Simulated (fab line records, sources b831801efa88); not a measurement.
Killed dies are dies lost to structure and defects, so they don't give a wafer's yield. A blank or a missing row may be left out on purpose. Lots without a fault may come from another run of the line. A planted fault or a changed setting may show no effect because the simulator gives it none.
fab line records | flow sky130
record lots=6 wafers=18 last_day=50
route steps=708 shown LDD_N@252 LDD_P@255 LDD_HVN@267 PAD_OPEN@708
lots that met no fault: from a run of the same line without faults
start_h: hours from the record's first day to the start of the lot's first wafer shown | wait_h: hours since the lot's step before | " the same as in the row above | L1.1+2: a row that stands for several wafers | - no value, or no start given | * or withheld: withheld | < > ~ a bound
route shown NAME@n: a module of which the file shows steps, and the number in the route of the first | usual: mean/standard deviation of fault-free wafers | same: alike in all rows | chamber/n: place in a boat | sites: the reading at each site | _std_site: their standard deviation | _edge_site: outer sites' mean less inner sites' | radius_mm: how far each site lies from the wafer's centre | mask NAME#n: copy n | behind: the tool/chamber that last shaped the wafer | hold: why the lot was held/for how many hours/how that ended | device: the transistor (n, p or np) that didn't switch | end of line: the same wafers' tests at the end of the route | a step without rows: its recipe alone | killed: dies lost to structure and defects at the first sort, not the wafer's yield | map: a wafer's dies, x killed, . not, _ none there
set.NAME: the setting as run; set.NAME@STEP: as run at that earlier step | model.NAME: the simulator's own value behind a step, which no gauge read
lots at some steps of the route; a table a step, a row a wafer
services: from which hour (start_h, from the record's first day; less than 0 if before it) a tool's chamber was out of use, for how many hours, and why
## steps
# step SKY_LDD_N_IMPLANT_15
# recipe species=BF2 energy_kev=50 dose_cm2=5e+12 tilt_deg=30 rotation_deg=270
# step SKY_LDD_N_STRIP_16
# recipe chemistry=O2/N2 power_w=1400 pressure_mtorr=1500 platen_temp_c=withheld o2_flow_sccm=3000 n2_flow_sccm=300 overash_fraction=0.5
# usual drypump_motor_current_A=5.8/0.43 oes_product_au=0.406/0.0044 strip_time_to_endpoint_s=4.308/0.015
# columns lot.wafer tool chamber start_h wait_h drypump_motor_current_A oes_product_au rf_hours_counter_h strip_time_to_endpoint_s
L708.1 plasma_asher-02 1 395.43 0.1 6.1 0.414 27 4.324
L708.4 " 0 " " 5.3 0.408 - 4.324
L708.5 " 0 " " 5.3 0.401 - 4.289
L711.1 plasma_asher-02 1 430.11 0.1 6.2 0.401 31 4.314
L711.2 " 0 " " 5.3 0.411 31 4.303
L711.3 " 0 " " 5.3 0.408 - 4.330
L720.1 plasma_asher-04 1 512.43 0.1 6.4 0.409 71 4.327
L720.2 " 0 " " 5.6 0.405 71 4.337
L720.4 " 1 " " 6.3 0.407 - 4.333
L721.1 plasma_asher-04 1 521.30 0.1 6.3 0.404 72 4.322
L721.2 " 0 " " 5.6 0.402 72 4.293
L721.4 " 0 " " 5.6 0.405 - 4.307
L722.4 plasma_asher-04 0 526.58 0.1 5.6 0.402 - 4.284
L722.5 " 1 " " 6.3 0.407 - 4.282
L722.6 " 0 " " 5.6 0.406 - 4.307
L729.1 plasma_asher-02 0 581.80 0.1 5.3 0.409 44 4.318
L729.2 " 1 " " 6.1 0.408 44 4.289
L729.4 " 1 " " 6.2 0.408 - 4.315
# step SKY_LDD_N_TW_MEAS_17
# usual LDD_N_TW=2574/11
# columns lot.wafer tool chamber start_h wait_h LDD_N_TW
L708.1 film_metro-04 - 395.53 0.1 2560
L708.4 " - " " 2567
L708.5 " - " " 2565
L711.1 film_metro-01 - 430.21 0.1 2577
L711.2 " - " " 2568
L711.3 " - " " 2586
L720.1 film_metro-01 - 512.53 0.1 2579
L720.2 " - " " 2560
L720.4 " - " " 2576
L721.1 film_metro-03 - 521.40 0.1 2593
L721.2 " - " " 2579
L721.4 " - " " 2577
L722.4 film_metro-01 - 526.68 0.1 2565
L722.5 " - " " 2557
L722.6 " - " " 2567
L729.1 film_metro-04 - 581.90 0.1 2553
L729.2 " - " " 2577
L729.4 " - " " 2573
# step SKY_LDD_P_DEHYDRATE_00
# recipe temp_c=200 time_s=60
# step SKY_LDD_P_HMDS_01
# recipe prime_time_s=60 prime_temp_c=120
# step SKY_LDD_P_COAT_02
# recipe resist=NOVOLAK spin_rpm=3000 resist_thk_nm=1140
# step SKY_LDD_P_SOFTBAKE_03
# recipe temp_c=90 time_s=60 resist=NOVOLAK
# step SKY_LDD_P_EXPOSE_04
# recipe mask_id=PSDM na=0.6 source_shape=conventional sigma_outer=0.6 polarization=unpolarized target_cd_nm=380 dose_mj=138
# step SKY_LDD_P_PEB_05
# recipe temp_c=withheld time_s=* resist=NOVOLAK
# step SKY_LDD_P_DEVELOP_06
# recipe resist=NOVOLAK developer=TMAH develop_time_s=60 dev_temp_c=23
# step SKY_LDD_P_CD_MEAS_07
# recipe target_cd_nm=380
# usual cd_nm=379.7/2.2
# columns lot.wafer tool chamber start_h wait_h cd_nm
L708.1 cd_sem-02 - 425.33 0.1 378.2
L708.4 " - " " 376.1
L708.5 " - " " 381.1
L711.1 cd_sem-02 - 461.24 0.1 383.7
L711.2 " - " " 382.2
L711.3 " - " " 382.9
L720.1 cd_sem-02 - 542.24 0.1 378.0
L720.2 " - " " 378.2
L720.4 " - " " 379.1
L721.1 cd_sem-01 - 550.79 0.1 380.8
L721.2 " - " " 381.9
L721.4 " - " " 381.6
L722.4 cd_sem-01 - 556.99 0.1 380.3
L722.5 " - " " 378.9
L722.6 " - " " 380.4
L729.1 cd_sem-02 - 610.29 0.1 378.6
L729.2 " - " " 379.2
L729.4 " - " " 379.7
# step SKY_LDD_P_OVL_MEAS_08
# usual LDD_P_OVL=-0.1/1.2
# columns lot.wafer tool chamber start_h wait_h LDD_P_OVL[nm]
L708.1 overlay-01 - 425.45 0.1 1.2
L708.4 " - " " 1.3
L708.5 " - " " 1.4
L711.1 overlay-02 - 461.36 0.1 -0.1
L711.2 " - " " 0.7
L711.3 " - " " 1.7
L720.1 overlay-01 - 542.36 0.1 2.0
L720.2 " - " " 1.5
L720.4 " - " " 0.8
L721.1 overlay-01 - 550.91 0.1 0.1
L721.2 " - " " -0.2
L721.4 " - " " 0.6
L722.4 overlay-01 - 557.07 0.1 -1.5
L722.5 " - " " 0.1
L722.6 " - " " -0.8
L729.1 overlay-02 - 610.41 0.1 0.4
L729.2 " - " " 0.3
L729.4 " - " " 0.7
# step SKY_LDD_P_IMPLANT_09
# recipe species=BF2 energy_kev=25 dose_cm2=1e+13 tilt_deg=withheld
# usual beam_energy_keV=24.997/0.0081 dose_ions_cm2=1e+13/1e+10 faraday_current_uA=56.5/1
# columns lot.wafer tool chamber start_h wait_h beam_energy_keV dose_ions_cm2 faraday_current_uA
L708.1 implanter-01 0 425.48 0.0 25.007 9.989e+12 56.9
L708.4 " 0 " " 24.994 1.0004e+13 56.8
L708.5 " 0 " " 25.004 9.997e+12 58.9
L711.1 implanter-01 0 461.40 0.0 25.005 9.997e+12 57.6
L711.2 " 0 " " 25.009 9.967e+12 57.7
L711.3 " 0 " " 25.001 1.0005e+13 55.1
L720.1 implanter-02 0 542.40 0.0 24.996 9.998e+12 55.2
L720.2 " 0 " " 25.007 9.985e+12 56.3
L720.4 " 0 " " 24.992 9.989e+12 54.5
L721.1 implanter-01 0 550.95 0.0 24.989 7.931e+12 45.7
L721.2 " 0 " " 24.998 7.937e+12 46.0
L721.4 " 0 " " 24.995 7.921e+12 44.7
L722.4 implanter-01 0 557.16 0.1 24.996 7.942e+12 44.8
L722.5 " 0 " " 25.000 7.949e+12 43.1
L722.6 " 0 " " 24.996 7.95e+12 44.2
L729.1 implanter-02 0 610.45 0.0 24.989 1.0008e+13 55.4
L729.2 " 0 " " 24.991 9.993e+12 57.5
L729.4 " 0 " " 24.996 9.996e+12 55.3
# step SKY_LDD_P_STRIP_10
# recipe chemistry=O2/N2 power_w=1400 pressure_mtorr=1500 platen_temp_c=withheld o2_flow_sccm=3000 n2_flow_sccm=300 overash_fraction=0.5
# usual drypump_motor_current_A=5.7/0.4 oes_product_au=0.716/0.0048 strip_time_to_endpoint_s=14.17/0.034
# columns lot.wafer tool chamber start_h wait_h drypump_motor_current_A oes_product_au rf_hours_counter_h strip_time_to_endpoint_s
L708.1 plasma_asher-02 0 425.63 0.1 5.3 0.717 30 14.23
L708.4 " 1 " " 6.2 0.713 - 14.25
L708.5 " 1 " " 6.2 0.717 - 14.18
L711.1 plasma_asher-04 1 461.55 0.1 6.3 0.720 65 14.11
L711.2 " 0 " " 5.6 0.710 65 14.18
L711.3 " 1 " " 6.3 0.719 - 14.12
L720.1 plasma_asher-02 1 542.55 0.1 6.2 0.717 40 14.21
L720.2 " 0 " " 5.3 0.712 40 14.23
L720.4 " 0 " " 5.3 0.713 - 14.19
L721.1 plasma_asher-01 1 551.10 0.1 5.5 0.715 12 14.19
L721.2 " 0 " " 5.3 0.710 12 14.14
L721.4 " 1 " " 5.5 0.721 - 14.16
L722.4 plasma_asher-04 1 557.27 0.1 6.3 0.710 - 14.14
L722.5 " 0 " " 5.6 0.717 - 14.11
L722.6 " 1 " " 6.3 0.711 - 14.12
L729.1 plasma_asher-04 0 610.60 0.1 5.6 0.714 81 14.17
L729.2 " 1 " " 6.4 0.714 81 14.23
L729.4 " 1 " " 6.3 0.719 - 14.15
# step SKY_LDD_P_TW_MEAS_11
# usual LDD_P_TW=634/3.9
# columns lot.wafer tool chamber start_h wait_h LDD_P_TW
L708.1 film_metro-03 - 425.73 0.1 636
L708.4 " - " " 640
L708.5 " - " " 640
L711.1 film_metro-02 - 461.65 0.1 638
L711.2 " - " " 636
L711.3 " - " " 638
L720.1 film_metro-03 - 542.65 0.1 626
L720.2 " - " " 630
L720.4 " - " " 625
L721.1 film_metro-03 - 551.20 0.1 585
L721.2 " - " " 581
L721.4 " - " " 587
L722.4 film_metro-04 - 557.36 0.1 587
L722.5 " - " " 588
L722.6 " - " " 590
L729.1 film_metro-02 - 610.70 0.1 638
L729.2 " - " " 638
L729.4 " - " " 637
# step SKY_LDD_HVN_DEHYDRATE_00
# recipe temp_c=200 time_s=60
# step SKY_PAD_OPEN_PROBE_99
# usual killed_at_M0_to_M3=44/6.3 killed_at_M4_up=3.1/2 killed_at_contacts=24/4.8 killed_at_front_end=15/4.6 killed_at_other=0.2/0.51 killed_dies=87/8.4 killed_on_rim=17/3.9 killed_open=48/6.4 killed_short=39/5.9
# same gross_dies=492 killed_at_back_side=0
# columns lot.wafer tool chamber start_h wait_h killed_at_M0_to_M3 killed_at_M4_up killed_at_contacts killed_at_front_end killed_at_other killed_dies killed_on_rim killed_open killed_short model.etest.tip_p.rs_ohm_sq model.etest.tip_p.rs_ohm_sq_range
L708.1 prober-02 - 1070.52 0.1 47 0 22 19 0 88 17 50 38 6832 203.3
L708.4 prober-02 - 1070.67 0.2 52 2 21 13 0 88 15 51 37 6812 133.1
L708.5 prober-02 - 1070.72 0.2 39 2 26 14 0 81 13 46 35 6855 192
L711.1 prober-01 - 1097.39 0.1 48 6 18 16 0 88 20 55 33 6833 262.2
L711.2 prober-01 - 1097.44 0.1 34 7 25 14 0 80 8 43 37 6840 221.6
L711.3 prober-01 - 1097.49 0.2 51 0 22 17 0 90 13 45 45 6742 369.1
L720.1 prober-02 - 1146.11 0.1 37 0 22 17 0 76 14 43 33 6885 250
L720.2 prober-02 - 1146.16 0.1 60 1 31 18 0 110 17 58 52 6910 186.8
L720.4 prober-02 - 1146.26 0.2 48 1 23 13 1 86 17 49 37 6903 168
L721.1 prober-01 - 1152.21 0.1 52 3 20 23 1 99 26 48 51 8458 433.1
L721.2 prober-01 - 1152.26 0.1 49 4 24 16 0 93 14 49 44 8394 280.8
L721.4 prober-01 - 1152.36 0.2 63 0 19 17 0 99 16 55 44 8419 259.2
L722.4 prober-02 - 1154.60 0.2 59 3 16 13 0 91 14 50 41 8392 303.7
L722.5 prober-02 - 1154.65 0.2 50 4 23 14 0 91 15 53 38 8444 176.7
L722.6 prober-02 - 1154.70 0.2 44 3 32 12 0 91 22 47 44 8421 172.3
L729.1 prober-01 - 1188.59 0.1 43 3 22 23 0 91 18 50 41 6875 172.6
L729.2 prober-01 - 1188.64 0.1 44 1 25 7 0 77 12 42 35 6853 220
L729.4 prober-01 - 1188.74 0.2 53 3 25 12 0 93 12 51 42 6949 271.9
# killed by level:class
L708.1 VIA3:geometric_particle:open=8 VIA1:geometric_particle:open=8 CONTACT:geometric_particle:open=7 POLY_GATE:geometric_particle:open=6 LI_CONTACT:geometric_particle:open=6 VIA2:geometric_particle:short=5 VIA1:geometric_particle:short=5 CONTACT:geometric_particle:short=4
L708.4 VIA3:geometric_particle:open=14 VIA1:geometric_particle:open=8 METAL2:geometric_particle:short=7 VIA2:geometric_particle:open=6 CONTACT:geometric_particle:short=6 LOCAL_INTERCONNECT:geometric_particle:short=5 CONTACT:geometric_particle:open=5 METAL1:geometric_particle:open=5
L708.5 CONTACT:geometric_particle:open=10 VIA3:geometric_particle:open=9 VIA1:geometric_particle:open=7 VIA1:geometric_particle:short=7 LOCAL_INTERCONNECT:geometric_particle:short=6 VIA2:geometric_particle:open=6 LI_CONTACT:geometric_particle:open=5 FIELD_ISO:geometric_particle:open=4
L711.1 VIA1:geometric_particle:open=11 CONTACT:geometric_particle:open=10 VIA3:geometric_particle:open=9 METAL4:geometric_particle:short=5 FIELD_ISO:geometric_particle:short=4 VIA1:geometric_particle:short=4 VIA2:geometric_particle:open=4 FIELD_ISO:geometric_particle:open=3
L711.2 VIA1:geometric_particle:open=11 CONTACT:geometric_particle:open=9 METAL1:geometric_particle:short=6 METAL4:geometric_particle:short=6 LI_CONTACT:geometric_particle:open=5 CONTACT:geometric_particle:short=5 VIA2:geometric_particle:open=5 FIELD_ISO:geometric_particle:short=4
L711.3 VIA1:geometric_particle:open=15 FIELD_ISO:geometric_particle:short=9 VIA1:geometric_particle:short=8 LOCAL_INTERCONNECT:geometric_particle:short=7 VIA3:geometric_particle:open=7 VIA2:geometric_particle:open=5 CONTACT:geometric_particle:open=5 LI_CONTACT:geometric_particle:open=5
L720.1 VIA3:geometric_particle:open=10 VIA1:geometric_particle:open=8 FIELD_ISO:geometric_particle:short=7 CONTACT:geometric_particle:open=7 LOCAL_INTERCONNECT:geometric_particle:short=6 LI_CONTACT:geometric_particle:open=5 VIA2:geometric_particle:open=5 VIA1:geometric_particle:short=4
L720.2 VIA1:geometric_particle:open=12 VIA3:geometric_particle:open=11 VIA3:geometric_particle:short=9 CONTACT:geometric_particle:open=9 LI_CONTACT:geometric_particle:open=8 CONTACT:geometric_particle:short=7 METAL3:geometric_particle:short=7 SPACER:geometric_particle:short=6
L720.4 VIA1:geometric_particle:open=13 LI_CONTACT:geometric_particle:open=10 METAL1:geometric_particle:short=6 VIA3:geometric_particle:open=6 METAL2:geometric_particle:short=5 SPACER:geometric_particle:short=4 CONTACT:geometric_particle:short=4 CONTACT:geometric_particle:open=4
L721.1 VIA1:geometric_particle:short=10 VIA1:geometric_particle:open=10 METAL2:geometric_particle:short=8 FIELD_ISO:geometric_particle:short=7 VIA3:geometric_particle:open=7 FIELD_ISO:geometric_particle:open=6 LOCAL_INTERCONNECT:geometric_particle:short=6 VIA2:geometric_particle:open=6
L721.2 VIA1:geometric_particle:open=13 CONTACT:geometric_particle:open=11 VIA1:geometric_particle:short=7 METAL1:geometric_particle:short=6 POLY_GATE:geometric_particle:short=5 LOCAL_INTERCONNECT:geometric_particle:short=5 VIA3:geometric_particle:open=5 VIA2:geometric_particle:open=5
L721.4 VIA1:geometric_particle:open=16 VIA3:geometric_particle:open=12 CONTACT:geometric_particle:open=8 METAL2:geometric_particle:short=7 VIA1:geometric_particle:short=7 POLY_GATE:geometric_particle:short=6 FIELD_ISO:geometric_particle:short=5 LI_CONTACT:geometric_particle:open=5
L722.4 VIA1:geometric_particle:open=15 VIA1:geometric_particle:short=8 METAL2:geometric_particle:short=8 LI_CONTACT:geometric_particle:open=7 CONTACT:geometric_particle:open=7 METAL1:geometric_particle:short=7 FIELD_ISO:geometric_particle:short=5 VIA2:geometric_particle:open=5
L722.5 LI_CONTACT:geometric_particle:open=9 VIA3:geometric_particle:open=9 VIA1:geometric_particle:open=8 METAL2:geometric_particle:short=7 CONTACT:geometric_particle:open=6 VIA2:geometric_particle:open=6 LI_CONTACT:geometric_particle:short=5 FIELD_ISO:geometric_particle:open=4
L722.6 LI_CONTACT:geometric_particle:open=11 CONTACT:geometric_particle:open=9 VIA1:geometric_particle:open=9 METAL2:geometric_particle:short=7 VIA3:geometric_particle:short=6 VIA3:geometric_particle:open=6 VIA2:geometric_particle:open=5 POLY_GATE:geometric_particle:short=5
L729.1 VIA1:geometric_particle:open=11 VIA3:geometric_particle:open=8 FIELD_ISO:geometric_particle:open=7 CONTACT:geometric_particle:open=6 FIELD_ISO:geometric_particle:short=5 POLY_GATE:geometric_particle:open=5 LOCAL_INTERCONNECT:geometric_particle:short=5 METAL2:geometric_particle:short=5
L729.2 VIA1:geometric_particle:open=12 CONTACT:geometric_particle:open=11 LI_CONTACT:geometric_particle:open=8 METAL1:geometric_particle:short=8 VIA1:geometric_particle:short=6 LOCAL_INTERCONNECT:geometric_particle:short=5 VIA2:geometric_particle:short=4 VIA3:geometric_particle:open=4
L729.4 VIA1:geometric_particle:open=14 VIA1:geometric_particle:short=10 LI_CONTACT:geometric_particle:open=8 CONTACT:geometric_particle:open=7 VIA3:geometric_particle:open=6 VIA2:geometric_particle:open=5 METAL1:geometric_particle:open=5 METAL2:geometric_particle:short=5
## services
# columns tool chamber start_h hours kind
implanter-02 - 381.26 1.4 repair
plasma_asher-01 - 421.25 9.0 pm
plasma_asher-01 0 421.25 9.0 vent_cycle
plasma_asher-01 1 421.25 9.0 vent_cycle
plasma_asher-01 0 430.25 - clean
plasma_asher-01 1 430.25 - clean
implanter-01 - 438.62 0.9 repair
plasma_asher-02 - 503.82 15.6 pm
implanter-01 - 513.26 5.0 pm
## key
first_sign step=SKY_LDD_P_IMPLANT_09 reading=dose_ions_cm2 direction=down sigmas=99+ usual=* struck=*
effect step=SKY_LDD_P_IMPLANT_09 reading=faraday_current_uA direction=down sigmas=12 usual=56.5 struck=44.7
effect step=SKY_LDD_P_TW_MEAS_11 reading=LDD_P_TW direction=down sigmas=12 usual=634 struck=586
model_effect step=SKY_PAD_OPEN_PROBE_99 value=etest.tip_p.rs_ohm_sq without=6933 struck=8421
met_at SKY_LDD_P_IMPLANT_09
struck_wafers L721.1,L721.2,L721.4,L722.4,L722.5,L722.6
tester_left_out L721,L722
onset_between 461.40 550.95
fault kind=process_parameter_drift tool=implanter-01 chamber=- onset_h=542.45 steps=SKY_LDD_P_IMPLANT_09 channel=dose_cm2 offset=* shape=step end_h=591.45 acts_in=* stated=*
# tester_left_out: of these lots the tester's yield and bins aren't shown, on N5 and GAA mostly nor the transistor test; their killed dies are dies lost to structure and defects alone, not to doping, threshold or leakage, so they don't give the yield
